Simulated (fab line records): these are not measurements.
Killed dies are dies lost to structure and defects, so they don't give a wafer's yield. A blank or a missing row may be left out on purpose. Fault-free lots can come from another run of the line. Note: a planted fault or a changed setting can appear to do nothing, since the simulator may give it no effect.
Comparing a struck lot with a sound one + flow sky130 + 15 steps out of a route of 708
Sound: the wafers L434.3, L434.5, L434.6. Struck: wafers L433.1, L433.2, L433.5. The cause comes at the end.
Order at every step that has rows: each side's tool, ch and its chambers, its first start. Under that, the readings that differ: sound wafers + struck wafers + difference of the means + sigmas: that difference in standard deviations of wafers without a fault.
alike: readings whose means differ by less than 2 such deviations, and words and numbers that are the same on both sides. not compared: withheld readings, readings that some wafer has no value for, bounds like >300 that may hide the same value, and numbers for which the record gives no deviation and whose values overlap.
A row with sigmas, a row that says differs or no value, or rows on one side alone: a step with any of these is where the two part. Numbers that don't overlap but have no deviation are shown without sigmas and don't part them. A reading that every wafer of one side lacks parts them only if that side has two wafers or more.

SKY_VIA2_BOW_MEAS_03:
  sound on film_metro-01, day 40 04:35; struck on film_metro-04, day 40 06:48
  alike: VIA2_BOW
then, 8 steps without rows for these wafers: SKY_VIA2_DEHYDRATE_04 (time 60 s); SKY_VIA2_HMDS_05 (prime time 60 s); SKY_VIA2_COAT_06 (resist thk 60 nm); SKY_VIA2_COAT_07 (resist thk 450 nm); SKY_VIA2_SOFTBAKE_08 (time 90 s); SKY_VIA2_EXPOSE_09 (exposes mask VIM2, target cd 200 nm); SKY_VIA2_PEB_10; SKY_VIA2_DEVELOP_11 (develop time 60 s).
SKY_VIA2_CD_MEAS_12 targets a cd of 200 nm.
  sound on cd_sem-01, day 41 05:16; struck on cd_sem-02, day 41 07:07
  alike: cd_nm
SKY_VIA2_OVL_MEAS_13:
  sound on overlay-02, day 41 05:21; struck on overlay-01, day 41 07:14
  alike: VIA2_OVL
SKY_VIA2_ETCH_14: etches BARC in N2/H2, stops on SiO2, time 45.9 s, target depth 60 nm.
  sound on rie_diel-03 ch 1,2,3, day 41 05:23; struck on rie_diel-01 ch 0,1,2, day 41 07:17
  alike: drypump_motor_current_A, oes_product_au, run_length_s, throttle_valve_pct
  not compared: rf_hours_counter_h
SKY_VIA2_ETCH_15: etches SiO2 in C4F8/O2/Ar, stops on TiN, target depth 546 nm, time 84 s.
  sound on rie_diel-03 ch 1,2,3, day 41 05:25; struck on rie_diel-01 ch 0,1,2, day 41 07:19
| reading                                     | sound             | struck            | difference | sigmas |
|---------------------------------------------|-------------------|-------------------|------------|--------|
| oes_product_au (a.u.)                       | 0.932 0.936 0.925 | 0.904 0.910 0.903 | -0.025     | -6     |
| run_length_s (s)                            | 111.7 111.5 112.5 | 116.7 117.7 116.2 | +5.0       | +9     |
| model.KrF-thick_of_VIA2_COAT_07.thk_nm (nm) | 283.9 285.8 284.7 | 278.2 274.8 279.8 | -7.2       |        |
| model.TiN_of_METAL2_SPUTTER_04.thk_nm (nm)  | 70.34 69.88 70.46 | 67.86 69.25 68.68 | -1.63      |        |
  not compared: rf_hours_counter_h
SKY_VIA2_STRIP_16: strips in O2/N2.
  sound on plasma_asher-01 ch 0,1, day 41 05:31; struck on plasma_asher-02 ch 0,1, day 41 07:23
| reading                      | sound             | struck            | difference | sigmas |
|------------------------------|-------------------|-------------------|------------|--------|
| strip_time_to_endpoint_s (s) | 4.046 4.070 4.074 | 3.996 3.965 4.005 | -0.075     | -2     |
  alike: drypump_motor_current_A, oes_product_au
  not compared: rf_hours_counter_h
-- the record jumps here: 8 days lie between the struck wafers' starts before and after (it left off in module VIA2 and takes up again in module PAD_OPEN, whose first step shown is number 708 of the route) --
SKY_PAD_OPEN_PROBE_99:
  the record has rows for the struck wafers here (prober-01, day 49 14:35) and none for the sound ones

## WHERE THEY PART
At SKY_VIA2_ETCH_15 first; at SKY_PAD_OPEN_PROBE_99 last (within this record only).

WHY: what had been put in by the simulator
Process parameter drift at SKY_VIA2_ETCH_15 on rie_diel-01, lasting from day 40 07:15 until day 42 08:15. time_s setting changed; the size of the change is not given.
